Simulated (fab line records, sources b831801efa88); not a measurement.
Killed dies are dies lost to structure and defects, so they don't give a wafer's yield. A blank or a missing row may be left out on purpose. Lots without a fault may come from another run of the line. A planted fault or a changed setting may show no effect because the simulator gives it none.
fab line records | flow gf180mcu
record lots=6 wafers=18 last_day=34
route steps=602 shown HV_LDD@216
lots that met no fault: from a run of the same line without faults
start_h: hours from the record's first day to the start of the lot's first wafer shown | wait_h: hours since the lot's step before | " the same as in the row above | L1.1+2: a row that stands for several wafers | - no value, or no start given | * or withheld: withheld | < > ~ a bound
route shown NAME@n: a module of which the file shows steps, and the number in the route of the first | usual: mean/standard deviation of fault-free wafers | same: alike in all rows | chamber/n: place in a boat | sites: the reading at each site | _std_site: their standard deviation | _edge_site: outer sites' mean less inner sites' | radius_mm: how far each site lies from the wafer's centre | mask NAME#n: copy n | behind: the tool/chamber that last shaped the wafer | hold: why the lot was held/for how many hours/how that ended | device: the transistor (n, p or np) that didn't switch | end of line: the same wafers' tests at the end of the route | a step without rows: its recipe alone | killed: dies lost to structure and defects at the first sort, not the wafer's yield | map: a wafer's dies, x killed, . not, _ none there
set.NAME: the setting as run; set.NAME@STEP: as run at that earlier step | model.NAME: the simulator's own value behind a step, which no gauge read
lots at some steps of the route; a table a step, a row a wafer
services: from which hour (start_h, from the record's first day; less than 0 if before it) a tool's chamber was out of use, for how many hours, and why
## steps
# step GF_HV_LDD_HMDS_40
# recipe prime_time_s=60 prime_temp_c=120
# step GF_HV_LDD_COAT_41
# recipe resist=NOVOLAK spin_rpm=3000 resist_thk_nm=1000
# step GF_HV_LDD_SOFTBAKE_42
# recipe temp_c=90 time_s=60 resist=NOVOLAK
# step GF_HV_LDD_EXPOSE_43
# recipe mask_id=Pplus_HV_AREA target_cd_nm=400 na=0.6 source_shape=conventional sigma_outer=0.6 dose_mj=140
# step GF_HV_LDD_PEB_44
# recipe temp_c=withheld time_s=* resist=NOVOLAK
# step GF_HV_LDD_DEVELOP_45
# recipe develop_time_s=60 dev_temp_c=23
# step GF_HV_LDD_CD_MEAS_46
# recipe target_cd_nm=400
# usual cd_nm=399.8/2.6
# columns lot.wafer tool chamber start_h wait_h cd_nm
L806.2 cd_sem-02 - 296.22 0.1 399.3
L806.4 " - " " 401.3
L806.6 " - " " 401.3
L813.1 cd_sem-01 - 354.20 0.1 399.3
L813.2 " - " " 400.0
L813.6 " - " " 399.0
L814.1 cd_sem-02 - 366.79 0.1 399.3
L814.3 " - " " 401.6
L814.4 " - " " 400.7
L816.1 cd_sem-02 - 382.39 0.1 402.3
L816.2 " - " " 403.5
L816.5 " - " " 401.6
L820.1 cd_sem-01 - 416.10 0.1 400.7
L820.3 " - " " 400.4
L820.6 " - " " 401.2
L825.1 cd_sem-02 - 454.49 0.1 394.6
L825.2 " - " " 395.9
L825.4 " - " " 395.6
# step GF_HV_LDD_OVL_MEAS_47
# usual HV_LDD_03_OVL=-0.6/1.4
# columns lot.wafer tool chamber start_h wait_h HV_LDD_03_OVL[nm]
L806.2 overlay-02 - 296.32 0.1 -2.9
L806.4 " - " " -0.7
L806.6 " - " " -0.7
L813.1 overlay-01 - 354.32 0.1 -3.4
L813.2 " - " " -0.7
L813.6 " - " " -0.4
L814.1 overlay-01 - 366.91 0.1 1.1
L814.3 " - " " -1.8
L814.4 " - " " -1.6
L816.1 overlay-01 - 382.51 0.1 -1.7
L816.2 " - " " -1.6
L816.5 " - " " -2.0
L820.1 overlay-01 - 416.22 0.1 1.6
L820.3 " - " " 0.4
L820.6 " - " " 0.6
L825.1 overlay-01 - 454.61 0.1 0.7
L825.2 " - " " 1.1
L825.4 " - " " 2.0
# step GF_HV_LDD_IMPLANT_48
# recipe species=B energy_kev=25 dose_cm2=3e+13 tilt_deg=7
# step GF_HV_LDD_STRIP_49
# recipe chemistry=O2/N2 power_w=1400 pressure_mtorr=1500 platen_temp_c=250 o2_flow_sccm=3000 n2_flow_sccm=300 overash_fraction=0.5
# usual drypump_motor_current_A=6.0/0.43 heater_power_w=316/25 oes_product_au=0.715/0.0048 strip_time_to_endpoint_s=12.64/0.034
# same overash_fraction=0.5
# columns lot.wafer tool chamber start_h wait_h drypump_motor_current_A heater_power_w oes_product_au rf_hours_counter_h strip_time_to_endpoint_s
L806.2 plasma_asher-01 0 296.50 0.1 6.7 310 0.710 18 12.62
L806.4 " 1 " " 6.5 296 0.714 - 12.61
L806.6 " 0 " " 6.7 313 0.708 - 12.61
L813.1 plasma_asher-03 0 354.50 0.1 6.0 352 0.706 73 12.67
L813.2 " 1 " " 6.1 324 0.717 73 12.67
L813.6 " 1 " " 6.1 323 0.717 - 12.70
L814.1 plasma_asher-03 1 367.09 0.1 6.1 329 0.718 74 12.61
L814.3 " 1 " " 6.1 324 0.717 - 12.64
L814.4 " 0 " " 6.0 344 0.718 - 12.60
L816.1 plasma_asher-03 0 382.69 0.1 5.9 357 0.723 76 12.66
L816.2 " 1 " " 6.2 327 0.720 76 12.65
L816.5 " 1 " " 6.1 320 0.723 - 12.64
L820.1 plasma_asher-01 0 416.41 0.1 6.7 305 0.714 30 12.62
L820.3 " 1 " " 6.6 309 0.726 - 12.67
L820.6 " 1 " " 6.6 300 0.709 - 12.64
L825.1 plasma_asher-04 0 454.80 0.1 5.4 323 0.706 2 12.62
L825.2 " 1 " " 5.8 284 0.711 2 12.63
L825.4 " 0 " " 5.4 324 0.711 - 12.63
# step GF_HV_LDD_TW_MEAS_50
# usual HV_LDD_4_TW=567/7.1
# columns lot.wafer tool chamber start_h wait_h HV_LDD_4_TW
L806.2 film_metro-04 - 296.61 0.1 575
L806.4 " - " " 572
L806.6 " - " " 573
L813.1 film_metro-04 - 354.60 0.1 573
L813.2 " - " " 574
L813.6 " - " " 572
L814.1 film_metro-03 - 367.19 0.1 570
L814.3 " - " " 568
L814.4 " - " " 565
L816.1 film_metro-01 - 382.79 0.1 557
L816.2 " - " " 557
L816.5 " - " " 556
L820.1 film_metro-01 - 416.51 0.1 559
L820.3 " - " " 557
L820.6 " - " " 561
L825.1 film_metro-01 - 454.90 0.1 555
L825.2 " - " " 558
L825.4 " - " " 559
# step GF_HV_LDD_CLEAN_51
# recipe chemistry=SC1/SC2 mix=1:4:20 temp_c=70 time_s=150 dry=n2_spin
# step GF_HV_LDD_RTA_52
# recipe temp_c=1000 time_s=10 ambient=N2
# usual anneal_temp_c_max=1006.1/1.8 chamber_o2_ppm=2.002/0.022 lamp_power_pct=34/8.2 wafer_temp_C_max=1003.8/0.78
# columns lot.wafer tool chamber start_h wait_h anneal_temp_c_max chamber_o2_ppm lamp_power_pct wafer_temp_C_max
L806.2 rtp_anneal-01 0 296.72 0.0 1004.5 1.987 27 1004.7
L806.4 " 0 " " 1005.9 2.059 27 1002.9
L806.6 " 0 " " 1007.1 1.998 27 1002.7
L813.1 rtp_anneal-02 - 354.71 0.0 - - - -
L813.2 " - " " - - - -
L813.6 " - " " - - - -
L814.1 rtp_anneal-02 - 367.30 0.0 - - - -
L814.3 " - " " - - - -
L814.4 " - " " - - - -
L816.1 rtp_anneal-01 0 382.90 0.0 1005.3 2.034 27 1004.1
L816.2 " 0 " " 1003.8 2.013 27 1002.9
L816.5 " 0 " " 1004.9 2.047 27 1004.3
L820.1 rtp_anneal-01 0 416.62 0.0 1004.7 1.954 27 1003.7
L820.3 " 0 " " 1004.9 1.973 27 1003.4
L820.6 " 0 " " 1004.1 1.957 27 1004.7
L825.1 rtp_anneal-02 0 455.01 0.0 1008.6 1.977 43 1002.8
L825.2 " 0 " " 1007.1 1.983 43 1005.2
L825.4 " 0 " " 1004.5 1.977 43 1004.6
# step GF_HV_LDD_RS_MEAS_53
# recipe thk_meas_gauge=four-point-probe
# usual HV_LDD_RS=418.4/0.81
# columns lot.wafer tool chamber start_h wait_h HV_LDD_RS[ohm/sq]
L806.2 film_metro-01 - 296.80 0.1 417.7
L806.4 " - " " 417.1
L806.6 " - " " 416.6
L813.1 film_metro-03 - 354.78 0.1 -
L813.2 " - " " -
L813.6 " - " " -
L814.1 film_metro-03 - 367.37 0.1 -
L814.3 " - " " -
L814.4 " - " " -
L816.1 film_metro-03 - 382.97 0.1 417.8
L816.2 " - " " 418.2
L816.5 " - " " 418.0
L820.1 film_metro-04 - 416.69 0.1 418.7
L820.3 " - " " 419.4
L820.6 " - " " 418.7
L825.1 film_metro-01 - 455.08 0.1 419.3
L825.2 " - " " 419.8
L825.4 " - " " 419.5
# step GF_HV_LDD_CVD_54
# recipe material=SiO2 target_thk_nm=10 precursor=TEOS temp_c=680 time_s=75 pressure_mtorr=400
## services
# columns tool chamber start_h hours kind
plasma_asher-03 - 303.30 2.8 pm
plasma_asher-04 - 334.60 2.8 pm
plasma_asher-04 - 421.25 9.0 pm
plasma_asher-04 0 421.25 9.0 vent_cycle
plasma_asher-04 1 421.25 9.0 vent_cycle
plasma_asher-04 0 430.25 - clean
plasma_asher-04 1 430.25 - clean
## key
first_sign step=GF_HV_LDD_RTA_52 reading=tool_record direction=missing
effect step=GF_HV_LDD_RS_MEAS_53 reading=HV_LDD_RS direction=missing
met_at GF_HV_LDD_RTA_52
struck_wafers L813.1,L813.2,L813.6,L814.1,L814.3,L814.4
later_rows_left_out L813.1,L813.2,L813.6,L814.1,L814.3,L814.4
sort_left_out L813.1,L813.2,L813.6,L814.1,L814.3,L814.4
tester_left_out L813,L814
fault kind=skipped_step_whole tool=rtp_anneal-02 chamber=- onset_h=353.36 steps=GF_HV_LDD_RTA_52 scope=struck_lots_only
# tester_left_out: of these lots the tester's yield and bins aren't shown, on N5 and GAA mostly nor the transistor test; their killed dies are dies lost to structure and defects alone, not to doping, threshold or leakage, so they don't give the yield
# sort_left_out: the simulated sort isn't trusted on such a fault, so these wafers' sort isn't shown, and their yield isn't known
# later_rows_left_out: the simulator's readings of these wafers behind a module that went badly wrong aren't trusted and aren't shown, but for the sort
